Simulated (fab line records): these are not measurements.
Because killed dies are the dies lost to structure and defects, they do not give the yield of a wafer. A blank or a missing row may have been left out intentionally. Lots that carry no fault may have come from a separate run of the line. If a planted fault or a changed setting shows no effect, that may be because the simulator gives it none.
Struck lot and sound lot, side by side ; flow sky130 ; 15 steps out of a route of 708
Sound: wafers L202.1, L202.3, L202.4. Struck: wafers L207.1, L207.6 (left out: L207.4, a lot-mate that was not struck); the cause follows at the end.
Per side, at each step with rows, come the tool, then ch with its chambers, and then its first start. Under that, the readings that differ: sound wafers ; struck wafers ; difference of the means ; sigmas: that difference in standard deviations of wafers without a fault.
alike: words and numbers the same on both sides, and readings whose means are apart by under 2 such deviations; not compared: readings that were withheld, readings missing a value for some wafer, numbers with overlapping values and no deviation given by the record, and bounds like >300 which may hide the same value.
The two part at a step that has a row with sigmas, a row that says differs or no value, or rows on one side only. When numbers do not overlap yet have no deviation, they are printed without sigmas and do not part them. A reading missing from all wafers of one side parts the sides only when that side holds two or more wafers.

first, 6 steps without rows for these wafers: SKY_VIA1_STRIP_16 (strips in O2/N2); SKY_VIA1_STRIP_17 (strips in post etch residue remover, time 1200 s); SKY_VIA1_CLEAN_18 (cleans in IPA, time 180 s); SKY_VIA1_CLEAN_19 (cleans in O3/DIW); SKY_VIA1_SPUTTER_20 (material TiN, target thk 20 nm, time 80 s); SKY_VIA1_CVD_21 (deposits W, target thk 270 nm, time 80.902 s).
SKY_VIA1_RS_MEAS_22: a four-point-probe measurement.
  sound on film_metro-04, day 36 15:43; struck on film_metro-02, day 37 23:48
  alike: VIA1_W_RS
SKY_VIA1_THK_MEAS_23: measures by xrf.
  sound on film_metro-04, day 36 15:50; struck on film_metro-02, day 37 23:55
  alike: VIA1_W_THK
SKY_VIA1_CMP_24: polishes, stops on SiO2, t overpolish 15 s, target thk 0 nm.
  sound on cmp-01 ch 0,2,3, day 36 15:53; struck on cmp-02 ch 0,1, day 38 00:02
  alike: motor_current_A, overpolish_run_s, slurry_filter_dp_kPa, time_to_endpoint_s
SKY_METAL2_SPUTTER_00: material Ti, target thk 15 nm, time 10 s.
  sound on pvd_sputter-02, day 36 16:11; struck on pvd_sputter-03, day 38 00:17
  alike: chamber_pressure_pa, throttle_valve_pct
SKY_METAL2_SPUTTER_01: material TiN, target thk 20 nm, time 16.7 s.
  sound on pvd_sputter-02, day 36 16:13; struck on pvd_sputter-03, day 38 00:18
  alike: chamber_pressure_pa, throttle_valve_pct
SKY_METAL2_SPUTTER_02: material AlCu, target thk 250 nm, time 13.3 s.
  sound on pvd_sputter-02, day 36 16:14; struck on pvd_sputter-03, day 38 00:20
  alike: chamber_pressure_pa, throttle_valve_pct
SKY_METAL2_SPUTTER_03: material Ti, target thk 5 nm, time 3.3 s.
  sound on pvd_sputter-02, day 36 16:16; struck on pvd_sputter-03, day 38 00:21
reading;sound;struck;difference;sigmas
chamber_pressure_pa (Pa);0.3996 0.3995 0.3997;0.3468 0.3475;-0.0525;-66
  alike: throttle_valve_pct
SKY_METAL2_SPUTTER_04: material TiN, target thk 70 nm, time 58.3 s.
  sound on pvd_sputter-02, day 36 16:17; struck on pvd_sputter-03, day 38 00:22
  alike: chamber_pressure_pa, throttle_valve_pct
-- the record jumps here: 11 days lie between the struck wafers' starts before and after (it left off in module METAL2 and takes up again in module PAD_OPEN, whose first step shown is number 708 of the route) --
SKY_PAD_OPEN_PROBE_99:
  sound on prober-01, day 47 18:09; struck on prober-02, day 48 19:35
reading;sound;struck;difference;sigmas
defect_limited_yield (%);82.9 84.3 84.8;78.3 78.9;-5.4;-3
killed_at_M0_to_M3;42 39 35;55 56;+17;+3
killed_dies;84 77 75;107 104;+27;+3
killed_short;37 34 33;38 56;+12;+2
sort_bin_5_function (%);9.1 10.4 8.3;13.0 13.2;+3.8;+2
sort_n_pass;408 415 417;385 388;-27;-3
sort_yield_pct (%);82.9 84.3 84.8;78.3 78.9;-5.4;-3
  alike: killed_at_M4_up, killed_at_contacts, killed_at_front_end, killed_at_other, killed_open, sort_bin_3_pad_short, sort_bin_6_memory

== WHERE THEY PART ==
First at SKY_METAL2_SPUTTER_03; last, within this record, at SKY_PAD_OPEN_PROBE_99.

WHY: what the simulator had put in
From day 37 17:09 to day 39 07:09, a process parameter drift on pvd_sputter-03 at SKY_METAL2_SPUTTER_03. The setting chamber_pressure_pa was moved by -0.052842, starting from 0.4. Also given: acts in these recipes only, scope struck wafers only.
